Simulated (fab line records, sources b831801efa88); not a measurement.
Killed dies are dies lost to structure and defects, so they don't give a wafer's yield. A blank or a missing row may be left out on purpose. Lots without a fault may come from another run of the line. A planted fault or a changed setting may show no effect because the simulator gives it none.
fab line records | flow sky130
record lots=24 wafers=72 last_day=51
route steps=708 shown CONTACT@420 VIA1@473 VIA2@527 CAPM@541 VIA3@586
lots that met no fault: from a run of the same line without faults
start_h: hours from the record's first day to the start of the lot's first wafer shown | wait_h: hours since the lot's step before | " the same as in the row above | L1.1+2: a row that stands for several wafers | - no value, or no start given | * or withheld: withheld | < > ~ a bound
route shown NAME@n: a module of which the file shows steps, and the number in the route of the first | usual: mean/standard deviation of fault-free wafers | same: alike in all rows | chamber/n: place in a boat | sites: the reading at each site | _std_site: their standard deviation | _edge_site: outer sites' mean less inner sites' | radius_mm: how far each site lies from the wafer's centre | mask NAME#n: copy n | behind: the tool/chamber that last shaped the wafer | hold: why the lot was held/for how many hours/how that ended | device: the transistor (n, p or np) that didn't switch | end of line: the same wafers' tests at the end of the route | a step without rows: its recipe alone | killed: dies lost to structure and defects at the first sort, not the wafer's yield | map: a wafer's dies, x killed, . not, _ none there
set.NAME: the setting as run; set.NAME@STEP: as run at that earlier step | model.NAME: the simulator's own value behind a step, which no gauge read
steps of the route over a sample of lots; a table a step, a row a wafer
services: from which hour (start_h, from the record's first day; less than 0 if before it) a tool's chamber was out of use, for how many hours, and why
## steps
# step SKY_CONTACT_CD_MEAS_14
# recipe target_cd_nm=170
# usual cd_nm=169.3/1.3
# columns lot.wafer tool chamber start_h wait_h cd_nm
L074.1 cd_sem-02 - 729.31 - 168.8
L074.2 " - " " 168.6
L074.3 " - " " 170.0
L075.2 cd_sem-01 - 761.53 - 167.7
L075.3 " - " " 168.3
L075.6 " - " " 167.9
L076.1 cd_sem-01 - 762.62 - 167.6
L076.5 " - " " 168.3
L076.6 " - " " 167.9
L077.1 cd_sem-02 - 763.86 - 170.2
L077.4 " - " " 170.3
L077.5 " - " " 170.7
L079.3 cd_sem-02 - 767.05 - 167.8
L079.4 " - " " 169.2
L079.5 " - " " 169.2
L078.2 cd_sem-01 - 770.78 - 172.6
L078.4 " - " " 172.4
L078.5 " - " " 172.0
L080.3 cd_sem-02 - 779.00 - 170.9
L080.5 " - " " 170.2
L080.6 " - " " 170.8
L081.1 cd_sem-02 - 790.86 - 168.0
L081.3 " - " " 169.7
L081.6 " - " " 169.5
L082.2 cd_sem-01 - 801.58 - 169.2
L082.4 " - " " 169.6
L082.5 " - " " 170.4
L084.3 cd_sem-01 - 805.81 - 169.6
L084.4 " - " " 169.6
L084.6 " - " " 171.3
L083.1 cd_sem-02 - 809.47 - 168.3
L083.2 " - " " 168.0
L083.5 " - " " 167.5
L085.1 cd_sem-02 - 812.01 - 169.9
L085.2 " - " " 169.0
L085.3 " - " " 169.7
L086.2 cd_sem-01 - 828.54 - 169.2
L086.4 " - " " 169.8
L086.6 " - " " 169.9
L087.3 cd_sem-02 - 838.30 - 168.9
L087.4 " - " " 169.4
L087.6 " - " " 169.1
L088.1 cd_sem-01 - 840.57 - 167.8
L088.3 " - " " 168.2
L088.6 " - " " 167.2
L089.2 cd_sem-02 - 847.78 - 166.8
L089.3 " - " " 168.4
L089.5 " - " " 168.8
L090.1 cd_sem-02 - 858.72 - 169.9
L090.3 " - " " 167.4
L090.4 " - " " 169.5
L091.3 cd_sem-02 - 863.06 - 169.0
L091.5 " - " " 166.8
L091.6 " - " " 166.4
L092.3 cd_sem-01 - 868.21 - 171.7
L092.4 " - " " 172.1
L092.6 " - " " 170.7
L093.1 cd_sem-01 - 883.36 - 167.5
L093.2 " - " " 168.1
L093.3 " - " " 168.4
L094.1 cd_sem-01 - 896.46 - 168.2
L094.2 " - " " 169.3
L094.3 " - " " 168.8
L095.1 cd_sem-02 - 912.71 - 170.8
L095.3 " - " " 169.4
L095.6 " - " " 169.6
L097.1 cd_sem-02 - 927.61 - 170.4
L097.2 " - " " 169.6
L097.4 " - " " 171.1
L096.1 cd_sem-02 - 930.01 - 168.9
L096.3 " - " " 169.1
L096.4 " - " " 169.1
# step SKY_VIA1_ETCH_15
# recipe target=SiO2 chemistry=C4F8/O2/Ar target_depth_nm=351 stop_on=TiN mask_material=KrF-thick source_w=1500 bias_w=1200 pressure_mtorr=40 c4f8_flow_sccm=withheld O2_flow_sccm=6 Ar_flow_sccm=300 time_s=54
# usual oes_product_au=0.982/0.0051
# columns lot.wafer tool chamber start_h wait_h oes_product_au rf_hours_counter_h
L074.1 rie_diel-03 0 786.65 0.0 0.976 24
L074.2 " 2 " " 0.976 6
L074.3 " 1 " " 0.977 10
L075.2 rie_diel-03 0 818.93 0.0 0.981 25
L075.3 " 1 " " 0.984 12
L075.6 " 2 " " 0.984 -
L076.1 rie_diel-02 3 819.91 0.0 0.978 8
L076.5 " 1 " " 0.985 -
L076.6 " 2 " " 0.974 -
L077.1 rie_diel-03 1 820.26 0.0 0.992 12
L077.4 " 1 " " 0.991 -
L077.5 " 0 " " 0.986 -
L079.3 rie_diel-03 1 822.91 0.0 0.980 12
L079.4 " 1 " " 0.980 -
L079.5 " 2 " " 0.981 -
L078.2 rie_diel-04 2 826.21 0.0 0.981 7
L078.4 " 3 " " 0.979 1
L078.5 " 2 " " 0.983 -
L080.3 rie_diel-04 3 835.71 0.0 0.981 1
L080.5 " 2 " " 0.980 -
L080.6 " 3 " " 0.980 -
L081.1 rie_diel-02 0 847.61 0.0 0.990 3
L081.3 " 3 " " 0.971 9
L081.6 " 0 " " 0.987 -
L082.2 rie_diel-03 2 857.46 0.0 0.987 9
L082.4 " 1 " " 0.983 13
L082.5 " 2 " " 0.986 -
L084.3 rie_diel-03 2 861.26 0.0 0.978 9
L084.4 " 1 " " 0.979 13
L084.6 " 2 " " 0.979 -
L083.1 rie_diel-02 0 864.76 0.0 0.982 3
L083.2 " 3 " " 0.985 9
L083.5 " 0 " " 0.988 -
L085.1 rie_diel-02 3 866.71 0.0 0.974 9
L085.2 " 0 " " 0.986 3
L085.3 " 1 " " 0.976 22
L086.2 rie_diel-04 3 883.76 0.0 0.981 2
L086.4 " 0 " " 0.986 9
L086.6 " 2 " " 0.981 -
L087.3 rie_diel-02 0 893.66 0.0 0.982 4
L087.4 " 2 " " 0.978 10
L087.6 " 1 " " 0.971 -
L088.1 rie_diel-02 2 895.71 0.0 0.985 10
L088.3 " 1 " " 0.983 23
L088.6 " 0 " " 0.977 -
L089.2 rie_diel-04 2 903.48 0.0 0.982 9
L089.3 " 1 " " 0.984 16
L089.5 " 3 " " 0.980 -
L090.1 rie_diel-02 2 913.26 0.0 0.977 10
L090.3 " 0 " " 0.991 5
L090.4 " 1 " " 0.975 23
L091.3 rie_diel-03 2 917.21 0.0 0.978 11
L091.5 " 3 " " 0.985 -
L091.6 " 1 " " 0.982 -
L092.3 rie_diel-03 0 922.41 0.0 0.960 0
L092.4 " 2 " " 0.969 11
L092.6 " 1 " " 0.982 -
L093.1 rie_diel-04 2 935.81 0.0 0.986 9
L093.2 " 3 " " 0.991 4
L093.3 " 0 " " 0.987 10
L094.1 rie_diel-04 0 948.86 0.0 0.985 11
L094.2 " 3 " " 0.986 4
L094.3 " 2 " " 0.986 9
L095.1 rie_diel-02 3 964.96 0.0 0.985 12
L095.3 " 1 " " 0.973 25
L095.6 " 2 " " 0.978 -
L097.1 rie_diel-03 3 989.91 0.0 0.998 27
L097.2 " 1 " " 0.981 17
L097.4 " 0 " " 0.981 2
L096.1 rie_diel-04 0 990.26 0.0 0.984 12
L096.3 " 3 " " 0.985 5
L096.4 " 2 " " 0.982 10
# step SKY_VIA2_SPUTTER_20
# recipe material=TiN target_thk_nm=20 chamber_pressure_pa=5 power_w=4000 time_s=80
# usual chamber_pressure_pa=4.999/0.011 throttle_valve_pct=30.4/1
# columns lot.wafer tool chamber start_h wait_h chamber_pressure_pa throttle_valve_pct
L074.1 pvd_sputter-01 - 843.87 0.0 4.993 30.9
L074.2 " - " " 5.009 30.6
L074.3 " - " " 4.990 29.7
L075.2 pvd_sputter-03 - 875.86 0.0 4.998 28.5
L075.3 " - " " 4.980 30.3
L075.6 " - " " 5.003 28.6
L076.1 pvd_sputter-01 - 876.86 0.0 4.994 32.5
L076.5 " - " " 5.005 32.3
L076.6 " - " " 5.003 30.5
L077.1 pvd_sputter-02 - 877.25 0.0 4.997 30.5
L077.4 " - " " 4.987 31.6
L077.5 " - " " 5.009 30.5
L079.3 pvd_sputter-03 - 877.95 0.0 5.000 29.9
L079.4 " - " " 4.994 28.6
L079.5 " - " " 5.001 29.8
L078.2 pvd_sputter-01 - 882.76 0.0 4.976 32.6
L078.4 " - " " 4.998 30.7
L078.5 " - " " 5.006 29.8
L080.3 pvd_sputter-03 - 890.47 0.0 4.991 28.9
L080.5 " - " " 5.008 31.0
L080.6 " - " " 4.983 28.6
L081.1 pvd_sputter-03 - 902.86 0.0 4.994 29.9
L081.3 " - " " 4.997 30.0
L081.6 " - " " 5.001 30.2
L082.2 pvd_sputter-02 - 913.21 0.0 5.003 30.4
L082.4 " - " " 4.981 28.8
L082.5 " - " " 4.988 30.5
L084.3 pvd_sputter-03 - 915.76 0.0 4.986 31.0
L084.4 " - " " 4.997 29.7
L084.6 " - " " 4.996 29.7
L083.1 pvd_sputter-01 - 919.52 0.0 5.012 32.7
L083.2 " - " " 5.013 29.6
L083.5 " - " " 4.975 32.6
L085.1 pvd_sputter-01 - 921.62 0.0 5.013 30.9
L085.2 " - " " 5.003 29.6
L085.3 " - " " 4.995 32.8
L086.2 pvd_sputter-02 - 936.83 0.0 5.014 31.4
L086.4 " - " " 5.004 30.4
L086.6 " - " " 5.012 31.5
L087.3 pvd_sputter-01 - 946.96 0.0 5.000 32.8
L087.4 " - " " 5.001 29.7
L087.6 " - " " 5.004 29.7
L088.1 pvd_sputter-02 - 949.06 0.0 4.992 29.1
L088.3 " - " " 4.995 30.4
L088.6 " - " " 4.994 31.4
L089.2 pvd_sputter-01 - 956.72 0.0 4.999 30.8
L089.3 " - " " 5.014 29.6
L089.5 " - " " 5.031 29.8
L090.1 pvd_sputter-03 - 966.02 0.0 4.996 28.8
L090.3 " - " " 4.988 30.2
L090.4 " - " " 5.019 29.8
L091.3 pvd_sputter-02 - 967.72 0.0 5.001 30.6
L091.5 " - " " 4.997 30.4
L091.6 " - " " 4.997 31.6
L092.3 pvd_sputter-02 - 972.31 0.0 4.997 30.6
L092.4 " - " " 4.995 31.6
L092.6 " - " " 4.994 31.5
L093.1 pvd_sputter-01 - 991.96 0.0 5.000 30.8
L093.2 " - " " 5.001 32.6
L093.3 " - " " 5.014 29.7
L094.1 pvd_sputter-01 - 999.07 0.0 5.009 29.3
L094.2 " - " " 5.002 32.7
L094.3 " - " " 4.997 30.6
L095.1 pvd_sputter-02 - 1014.67 0.0 5.008 31.7
L095.3 " - " " 5.019 30.1
L095.6 " - " " 4.994 31.3
L097.1 pvd_sputter-03 - 1038.47 0.0 4.999 31.1
L097.2 " - " " 4.994 29.6
L097.4 " - " " 4.985 31.0
L096.1 pvd_sputter-02 - 1038.82 0.0 4.990 30.4
L096.3 " - " " 5.013 31.7
L096.4 " - " " 5.002 30.2
# step SKY_CAPM_THK_MEAS_04
# recipe thk_meas_gauge=xrf reads=TiN_of_CAPM_SPUTTER_02
# usual CAPM_TIN_THK=201.1/2.5
# columns lot.wafer tool chamber start_h wait_h CAPM_TIN_THK[nm]
L074.1 film_metro-01 - 845.03 0.1 202.3
L074.2 " - " " 198.4
L074.3 " - " " 198.8
L075.2 film_metro-03 - 877.01 0.1 203.5
L075.3 " - " " 201.0
L075.6 " - " " 202.2
L076.1 film_metro-04 - 878.01 0.1 203.0
L076.5 " - " " 205.3
L076.6 " - " " 202.8
L077.1 film_metro-01 - 878.38 0.1 202.0
L077.4 " - " " 202.4
L077.5 " - " " 202.6
L079.3 film_metro-04 - 879.12 0.1 196.2
L079.4 " - " " 197.2
L079.5 " - " " 197.7
L078.2 film_metro-01 - 883.90 0.1 201.0
L078.4 " - " " 201.5
L078.5 " - " " 201.4
L080.3 film_metro-01 - 891.62 0.1 205.3
L080.5 " - " " 207.4
L080.6 " - " " 206.1
L081.1 film_metro-03 - 904.00 0.1 200.4
L081.3 " - " " 202.0
L081.6 " - " " 202.9
L082.2 film_metro-03 - 914.38 0.1 200.2
L082.4 " - " " 201.7
L082.5 " - " " 203.1
L084.3 film_metro-01 - 916.92 0.1 200.2
L084.4 " - " " 198.1
L084.6 " - " " 196.7
L083.1 film_metro-01 - 920.70 0.1 201.6
L083.2 " - " " 200.4
L083.5 " - " " 201.2
L085.1 film_metro-01 - 922.75 0.1 200.9
L085.2 " - " " 197.5
L085.3 " - " " 199.4
L086.2 film_metro-03 - 939.25 0.1 199.5
L086.4 " - " " 201.1
L086.6 " - " " 200.8
L087.3 film_metro-01 - 948.13 0.1 201.5
L087.4 " - " " 200.4
L087.6 " - " " 200.4
L088.1 film_metro-04 - 950.20 0.1 199.7
L088.3 " - " " 198.6
L088.6 " - " " 196.5
L089.2 film_metro-03 - 957.91 0.1 201.9
L089.3 " - " " 199.0
L089.5 " - " " 199.7
L090.1 film_metro-04 - 967.73 0.1 201.3
L090.3 " - " " 200.7
L090.4 " - " " 200.4
L091.3 film_metro-01 - 969.80 0.1 204.5
L091.5 " - " " 206.2
L091.6 " - " " 206.0
L092.3 film_metro-01 - 973.51 0.1 205.7
L092.4 " - " " 202.6
L092.6 " - " " 202.5
L093.1 film_metro-04 - 993.27 0.1 198.2
L093.2 " - " " 197.1
L093.3 " - " " 201.0
L094.1 film_metro-01 - 1000.22 0.1 199.2
L094.2 " - " " 201.3
L094.3 " - " " 201.2
L095.1 film_metro-04 - 1015.82 0.1 198.9
L095.3 " - " " 201.7
L095.6 " - " " 199.1
L097.1 film_metro-01 - 1039.60 0.1 199.7
L097.2 " - " " 202.1
L097.4 " - " " 198.8
L096.1 film_metro-04 - 1039.97 0.1 201.3
L096.3 " - " " 203.1
L096.4 " - " " 203.7
# step SKY_VIA3_OVL_MEAS_13
# usual VIA3_OVL=0/6.3
# columns lot.wafer tool chamber start_h wait_h VIA3_OVL[nm]
L074.1 overlay-02 - 923.63 0.1 -5
L074.2 " - " " -2
L074.3 " - " " -13
L075.2 overlay-01 - 952.99 0.1 9
L075.3 " - " " 2
L075.6 " - " " 3
L076.1 overlay-01 - 954.53 0.1 -7
L076.5 " - " " -2
L076.6 " - " " 9
L077.1 overlay-02 - 954.84 0.1 9
L077.4 " - " " -5
L077.5 " - " " -1
L079.3 overlay-01 - 955.54 0.1 -9
L079.4 " - " " -6
L079.5 " - " " 1
L078.2 overlay-01 - 959.78 0.1 -5
L078.4 " - " " -8
L078.5 " - " " -9
L080.3 overlay-01 - 966.49 0.1 1
L080.5 " - " " 1
L080.6 " - " " 15
L081.1 overlay-01 - 990.04 0.1 8
L081.3 " - " " 8
L081.6 " - " " -8
L082.2 overlay-01 - 992.23 0.1 -4
L082.4 " - " " 1
L082.5 " - " " 3
L084.3 overlay-02 - 993.24 0.1 6
L084.4 " - " " 14
L084.6 " - " " 12
L083.1 overlay-01 - 995.08 0.1 5
L083.2 " - " " -2
L083.5 " - " " 4
L085.1 overlay-01 - 996.03 0.1 5
L085.2 " - " " -9
L085.3 " - " " 3
L086.2 overlay-01 - 1011.04 0.1 -4
L086.4 " - " " 0
L086.6 " - " " -1
L087.3 overlay-01 - 1020.14 0.1 -4
L087.4 " - " " -9
L087.6 " - " " 5
L088.1 overlay-01 - 1020.48 0.1 1
L088.3 " - " " -3
L088.6 " - " " -6
L089.2 overlay-01 - 1029.04 0.1 -3
L089.3 " - " " 3
L089.5 " - " " 12
L090.1 overlay-02 - 1038.68 0.1 -8
L090.3 " - " " 0
L090.4 " - " " -12
L091.3 overlay-02 - 1042.34 0.1 -7
L091.5 " - " " 0
L091.6 " - " " 0
L092.3 overlay-02 - 1045.64 0.1 7
L092.4 " - " " 10
L092.6 " - " " 8
L093.1 overlay-01 - 1065.29 0.1 1
L093.2 " - " " -5
L093.3 " - " " -1
L094.1 overlay-01 - 1068.73 0.1 -2
L094.2 " - " " -1
L094.3 " - " " 0
L095.1 overlay-01 - 1082.08 0.1 -6
L095.3 " - " " -8
L095.6 " - " " 6
L097.1 overlay-01 - 1105.28 0.1 -3
L097.2 " - " " -1
L097.4 " - " " -2
L096.1 overlay-02 - 1105.63 0.1 12
L096.3 " - " " 5
L096.4 " - " " -1
# step SKY_VIA3_ETCH_14
# recipe chemistry=N2/H2 target=BARC ion_energy_ev=200 source_w=500 bias_w=100 pressure_mtorr=30 n2_flow_sccm=100 h2_flow_sccm=200 stop_on=SiO2 time_s=45.9 target_depth_a=600
# usual drypump_motor_current_A=5.5/0.37 oes_product_au=0.855/0.0049 throttle_valve_pct=13.225/0.0094
# columns lot.wafer tool chamber start_h wait_h drypump_motor_current_A oes_product_au rf_hours_counter_h throttle_valve_pct
L074.1 rie_diel-02 1 923.66 0.0 6.0 0.857 24 13.222
L074.2 " 0 " " 5.9 0.851 5 13.220
L074.3 " 3 " " 5.7 0.853 11 13.224
L075.2 rie_diel-01 2 953.02 0.0 4.8 0.850 1 13.230
L075.3 " 3 " " 5.9 0.854 18 13.216
L075.6 " 2 " " 4.8 0.852 - 13.239
L076.1 rie_diel-03 2 954.56 0.0 5.7 0.850 12 13.214
L076.5 " 2 " " 5.7 0.852 - 13.232
L076.6 " 3 " " 5.1 0.851 - 13.226
L077.1 rie_diel-02 2 954.88 0.0 5.7 0.843 11 13.234
L077.4 " 1 " " 6.0 0.848 24 13.230
L077.5 " 0 " " 5.9 0.855 - 13.216
L079.3 rie_diel-03 2 955.57 0.0 5.6 0.861 12 13.226
L079.4 " 3 " " 5.1 0.857 26 13.237
L079.5 " 2 " " 5.6 0.853 - 13.230
L078.2 rie_diel-03 3 959.81 0.0 5.1 0.859 26 13.222
L078.4 " 0 " " 5.4 0.865 1 13.229
L078.5 " 2 " " 5.6 0.854 - 13.216
L080.3 rie_diel-03 1 966.52 0.0 5.2 0.839 17 13.245
L080.5 " 1 " " 5.2 0.851 - 13.226
L080.6 " 0 " " 5.5 0.848 - 13.218
L081.1 rie_diel-02 0 990.08 0.0 5.9 0.851 7 13.215
L081.3 " 3 " " 5.8 0.853 13 13.238
L081.6 " 3 " " 5.7 0.850 - 13.229
L082.2 rie_diel-03 3 992.26 0.0 5.1 0.852 27 13.221
L082.4 " 0 " " 5.5 0.854 2 13.231
L082.5 " 1 " " 5.3 0.851 - 13.229
L084.3 rie_diel-01 2 993.26 0.0 4.8 0.860 2 13.237
L084.4 " 0 " " 6.3 0.861 20 13.215
L084.6 " 2 " " 4.8 0.853 - 13.233
L083.1 rie_diel-03 1 995.11 0.0 5.2 0.849 17 13.231
L083.2 " 0 " " 5.4 0.852 2 13.233
L083.5 " 2 " " 5.6 0.866 - 13.218
L085.1 rie_diel-03 1 996.06 0.0 5.2 0.865 18 13.225
L085.2 " 0 " " 5.4 0.853 2 13.232
L085.3 " 2 " " 5.7 0.860 13 13.238
L086.2 rie_diel-02 3 1011.07 0.0 5.7 0.855 14 13.216
L086.4 " 0 " " 5.9 0.856 - 13.225
L086.6 " 0 " " 5.9 0.853 - 13.224
L087.3 rie_diel-03 0 1020.16 0.0 5.5 0.855 3 13.214
L087.4 " 3 " " 5.1 0.848 28 13.240
L087.6 " 2 " " 5.7 0.852 - 13.223
L088.1 rie_diel-01 0 1020.51 0.0 6.3 0.850 21 13.219
L088.3 " 1 " " 5.2 0.855 7 13.223
L088.6 " 3 " " 5.9 0.848 - 13.211
L089.2 rie_diel-02 0 1029.07 0.0 5.9 0.855 10 13.232
L089.3 " 1 " " 6.0 0.855 0 13.216
L089.5 " 3 " " 5.7 0.859 - 13.226
L090.1 rie_diel-03 0 1038.72 0.0 5.4 0.853 3 13.227
L090.3 " 2 " " 5.6 0.853 15 13.227
L090.4 " 1 " " 5.3 0.853 - 13.237
L091.3 rie_diel-03 1 1042.37 0.0 5.2 0.858 19 13.228
L091.5 " 1 " " 5.3 0.857 - 13.240
L091.6 " 2 " " 5.7 0.864 - 13.235
L092.3 rie_diel-01 0 1045.66 0.0 6.3 0.846 22 13.229
L092.4 " 1 " " 5.2 0.849 8 13.230
L092.6 " 1 " " 5.2 0.857 - 13.223
L093.1 rie_diel-03 1 1065.33 0.0 5.3 0.856 20 13.215
L093.2 " 0 " " 5.5 0.856 4 13.231
L093.3 " 2 " " 5.6 0.853 16 13.230
L094.1 rie_diel-01 0 1068.77 0.0 6.3 0.862 23 13.218
L094.2 " 1 " " 5.2 0.858 9 13.222
L094.3 " 2 " " 4.7 0.855 5 13.231
L095.1 rie_diel-03 3 1082.12 0.0 5.1 0.860 1 13.231
L095.3 " 2 " " 5.7 0.860 16 13.209
L095.6 " 1 " " 5.2 0.852 - 13.217
L097.1 rie_diel-03 3 1105.32 0.0 5.1 0.856 1 13.244
L097.2 " 1 " " 5.3 0.852 21 13.228
L097.4 " 2 " " 5.7 0.859 17 13.212
L096.1 rie_diel-02 3 1105.67 0.0 5.7 0.857 17 13.222
L096.3 " 1 " " 6.0 0.860 3 13.223
L096.4 " 2 " " 5.7 0.855 15 13.245
## services
# columns tool chamber start_h hours kind
pvd_sputter-02 - 763.69 4.2 repair
rie_diel-03 3 769.46 4.5 repair
rie_diel-03 0 774.88 7.7 repair
rie_diel-04 0 776.11 3.2 repair
rie_diel-02 1 780.02 6.7 repair
pvd_sputter-01 - 794.84 3.5 repair
rie_diel-03 3 800.84 39.9 repair
pvd_sputter-03 - 815.93 4.4 repair
rie_diel-01 3 825.12 16.6 repair
pvd_sputter-02 - 855.11 2.4 repair
pvd_sputter-03 - 868.06 1.0 repair
pvd_sputter-02 - 880.88 0.8 repair
pvd_sputter-02 - 939.26 2.4 repair
pvd_sputter-03 - 994.98 2.5 repair
rie_diel-02 2 997.15 39.1 repair
rie_diel-01 1 998.48 5.4 repair
rie_diel-02 3 999.02 12.0 repair
rie_diel-03 0 999.60 4.5 repair
rie_diel-03 - 1015.22 0.9 repair
rie_diel-02 - 1019.65 1.0 repair
rie_diel-04 - 1029.02 0.7 repair
rie_diel-02 - 1043.35 2.1 repair
pvd_sputter-02 - 1086.25 9.4 repair
pvd_sputter-03 - 1093.89 1.9 repair
## key
fault none
